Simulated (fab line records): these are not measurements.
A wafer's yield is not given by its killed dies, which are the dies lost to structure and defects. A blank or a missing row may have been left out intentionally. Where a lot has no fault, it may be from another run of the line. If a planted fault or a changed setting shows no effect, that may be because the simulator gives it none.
Which tool did it?    flow sky130    39 wafers from 13 lots sampled at 3 of the route's 708 steps

## WHAT THE GAUGES SHOWED, per wafer
SKY_SD_N_OVL_MEAS_08.
lot   measured      on          SD_N_OVL (nm)
L114  day 27 19:56  overlay-02  0.3 0.3 -0.5
L115  day 27 22:35  overlay-02  -2.4 -0.1 -1.0
L116  day 28 01:19  overlay-01  2.7 1.6 2.1
L117  day 29 00:44  overlay-01  -1.0 -1.3 -0.4
L118  day 29 18:02  overlay-01  -2.8 -4.0 -2.3
L120  day 32 10:37  overlay-01  -2.0 -1.6 -1.5
L121  day 32 11:50  overlay-01  0.0 1.3 1.5
L130  day 33 05:59  overlay-02  -2.0 0.4 1.2
L131  day 33 06:53  overlay-01  -0.7 -0.1 -1.2
L132  day 33 11:04  overlay-01  0.9 0.2 -0.4
L133  day 34 01:44  overlay-02  0.9 0.4 0.5
L136  day 35 22:38  overlay-02  1.9 0.4 0.2
L137  day 35 23:32  overlay-01  -0.2 -1.1 -1.3

## WHICH TOOL RAN EACH LOT (tool, then ch and the chambers of the sampled wafers, then the start)
lot   SKY_RES_XHIGH_STRIP_08                SKY_SD_N_DEVELOP_06
L114  plasma-asher-02 ch 1, day 26 14:51    litho-track-04 ch 0, day 27 19:41
L115  plasma-asher-02 ch 0,1, day 26 17:22  litho-track-04 ch 0, day 27 22:19
L116  plasma-asher-03 ch 0,1, day 26 20:31  litho-track-02 ch 0, day 28 01:02
L117  plasma-asher-03 ch 0,1, day 27 20:12  litho-track-04 ch 0, day 29 00:31
L118  plasma-asher-03 ch 0,1, day 28 13:52  litho-track-03 ch 0, day 29 17:46
L120  plasma-asher-03 ch 0,1, day 31 07:48  litho-track-02 ch 0, day 32 10:20
L121  plasma-asher-03 ch 0,1, day 31 08:42  litho-track-04 ch 0, day 32 11:34
L130  plasma-asher-02 ch 0,1, day 32 03:13  litho-track-04 ch 0, day 33 05:44
L131  plasma-asher-02 ch 1, day 32 04:03    litho-track-03 ch 0, day 33 06:37
L132  plasma-asher-04 ch 0,1, day 32 08:58  litho-track-02 ch 0, day 33 10:49
L133  plasma-asher-03 ch 0,1, day 32 22:34  litho-track-03 ch 0, day 34 01:28
L136  plasma-asher-04 ch 0,1, day 34 20:01  litho-track-03 ch 0, day 35 22:22
L137  plasma-asher-02 ch 0,1, day 34 21:07  litho-track-03 ch 0, day 35 23:16
- SKY_RES_XHIGH_STRIP_08: strips in O2/N2.
- SKY_SD_N_DEVELOP_06: develop time 60 s.

## WHAT THE TOOLS THEMSELVES READ (means of the sampled wafers that have a number; where no wafer has one, the mark that the record gives instead)
SKY_RES_XHIGH_STRIP_08.
lot   tool             drypump-motor-current-A (A)  oes-product-au (a.u.)  strip-time-to-endpoint-s (s)
L114  plasma-asher-02  4.9                          0.710                  14.32
L115  plasma-asher-02  5.1                          0.711                  14.25
L116  plasma-asher-03  5.4                          0.711                  14.35
L117  plasma-asher-03  5.4                          0.712                  14.32
L118  plasma-asher-03  5.4                          0.711                  14.26
L120  plasma-asher-03  5.5                          0.718                  14.32
L121  plasma-asher-03  5.5                          0.713                  14.23
L130  plasma-asher-02  5.1                          0.709                  14.28
L131  plasma-asher-02  4.9                          0.710                  14.31
L132  plasma-asher-04  6.0                          0.708                  14.24
L133  plasma-asher-03  5.4                          0.710                  14.29
L136  plasma-asher-04  6.0                          0.714                  14.35
L137  plasma-asher-02  5.1                          0.711                  14.31

SKY_SD_N_DEVELOP_06.
lot   tool            developer-temp-C (C)
L114  litho-track-04  23.09
L115  litho-track-04  22.99
L116  litho-track-02  22.97
L117  litho-track-04  22.91
L118  litho-track-03  23.00
L120  litho-track-02  23.12
L121  litho-track-04  22.02
L130  litho-track-04  22.06
L131  litho-track-03  22.97
L132  litho-track-02  22.95
L133  litho-track-03  23.08
L136  litho-track-03  23.04
L137  litho-track-03  23.02

## THE ANSWER, worked out from the rows above alone
Rule: what is usual is taken from the lots themselves. The widest of any qualifying gaps counts: lots, ordered by their means at a reading, are off when they make up no more than a third of the lots, leave a main group of 4 or more, and stand apart from it by 3 or more times the standard deviation of that group's means. A main group whose means are all the same, to the digits that the tables above print for the reading, isn't used. Also off: a lot with no number at a reading for which 4 or more lots have one. All remaining lots with rows at the step are treated as sound. Order of review: gauges by route order, followed by the tools' own readings, for which a lot's mean as printed above is used. At the first step where some lot is off, the reading lying furthest off is the one used; lots without a number count as furthest.
Off: L121, L130, at SKY_SD_N_DEVELOP_06 (developer-temp-C). The main group has a mean of 23.01 C with a standard deviation of 0.062.
A tool fits if, at that step or a process step before it, it ran every lot that is off, and no sound lot after the first of them. One fits: SKY_SD_N_DEVELOP_06 on litho-track-04. Its last sound lot is L117 (day 29 00:31), its first lot that is off L121 (day 32 11:34): a fault that began between those two fits.
The tool's own readings at SKY_SD_N_DEVELOP_06 bear it out: on the lots that are off they differ by more than 5 times the standard deviation of the sound lots' means. developer-temp-C reads 22.04 C there against 23.01 C on the sound lots.

## WHAT THE SIMULATOR PUT IN
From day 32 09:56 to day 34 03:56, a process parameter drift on litho-track-04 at SKY_SD_N_DEVELOP_06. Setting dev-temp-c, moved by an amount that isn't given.
Lots struck among those shown: L121, L130. Same finding as the rule above.
